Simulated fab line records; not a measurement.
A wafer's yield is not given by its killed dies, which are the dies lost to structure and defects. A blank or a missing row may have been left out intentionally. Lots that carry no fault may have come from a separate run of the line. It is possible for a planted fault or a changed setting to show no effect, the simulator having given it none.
Struck lot and sound lot, side by side :: flow gf180mcu :: 13 steps out of a route of 602
Sound: the wafers L592.1, L592.2, L592.5. Wafers struck: L601.3, L601.4, L601.6. The cause comes at the end.
Order at every step that has rows: each side's tool, ch and its chambers, its first start. Under that, the readings that differ: sound wafers :: struck wafers :: difference of the means :: sigmas: that difference in standard deviations of wafers without a fault.
alike: readings with means less than 2 such deviations apart, plus words and numbers identical on both sides. not compared: withheld readings, readings lacking a value on some wafer, bounds such as >300 that could conceal the same value, and numbers that have no deviation in the record and whose values overlap.
A row with sigmas, a row that says differs or no value, or rows on one side alone: a step with any of these is where the two part. When numbers do not overlap yet have no deviation, they are printed without sigmas and do not part them. A reading that every wafer of one side lacks parts them only if that side has two wafers or more.

GF_V4_CD_MEAS_14: target cd 260 nm.
  struck on cd sem-02, day 28 21:10; sound on cd sem-02, day 26 03:52
  alike: cd nm
GF_V4_OVL_MEAS_15:
  struck on overlay-02, day 28 21:16; sound on overlay-02, day 26 03:59
reading: V4_OVL (nm)
sound: -10 -4 -7
struck: 5 4 7
difference: +12
sigmas: +2
GF_V4_ETCH_16: etches BARC in N2/H2.
  sound on rie diel-01 ch 1,3, day 26 04:01; struck on rie diel-03 ch 1,2, day 28 21:17
  alike: chamber pressure mTorr, drypump motor current A, oes product au, throttle valve pct
GF_V4_ETCH_17: etches SiO2 in C4F8/O2/Ar, stops on TiN, target depth 630 nm.
  sound on rie diel-01 ch 1,3; struck on rie diel-03 ch 1,2
  alike: chamber pressure mTorr, oes product au
then, 3 steps without rows for these wafers: GF_V4_STRIP_18 (strips in O2/N2); GF_V4_STRIP_19 (strips in post etch residue remover, time 1200 s); GF_V4_CLEAN_20 (cleans in DIW).
GF_V4_SPUTTER_21: material Ti, target thk 15 nm, time 80.02 s.
  struck on pvd sputter-04, day 28 21:57; sound on pvd sputter-02, day 26 04:43
  alike: throttle valve pct
GF_V4_SPUTTER_22: material TiN, target thk 10 nm, time 40 s.
  struck on pvd sputter-04, day 28 22:01; sound on pvd sputter-02, day 26 04:47
  alike: throttle valve pct
GF_V4_CVD_23: deposits W, target thk 350 nm, time 104.9 s.
  sound on cvd w-01 ch 0,1, day 26 04:49; struck on cvd w-02 ch 0,1, day 28 22:05
  alike: heater power w
GF_V4_RS_MEAS_24: measures by four-point-probe.
  struck on film metro-04, day 28 22:12; sound on film metro-01, day 26 04:56
  alike: V4_W_RS
GF_V4_THK_MEAS_25: measures by xrf.
  struck on film metro-04, day 28 22:18; sound on film metro-01, day 26 05:03
  alike: V4_W_THK
GF_V4_CMP_26: polishes, stops on SiO2, t overpolish 15 s, target thk 0 nm.
  sound on cmp-02 ch 0,1,3, day 26 05:10; struck on cmp-01 ch 0,1,3, day 28 22:23
reading: overpolish run s (s)
sound: 15.010 14.995 14.991
struck: 0.042 0.045 0.037
difference: -14.957
sigmas: -99 or more

reading: time to endpoint s (s)
sound: 84 89 83
struck: 130 128 128
difference: +43
sigmas: +8
  alike: motor current A

## WHERE THEY PART
Last at GF_V4_CMP_26 as far as this record goes, first at GF_V4_OVL_MEAS_15.

WHY: whatever the simulator had introduced
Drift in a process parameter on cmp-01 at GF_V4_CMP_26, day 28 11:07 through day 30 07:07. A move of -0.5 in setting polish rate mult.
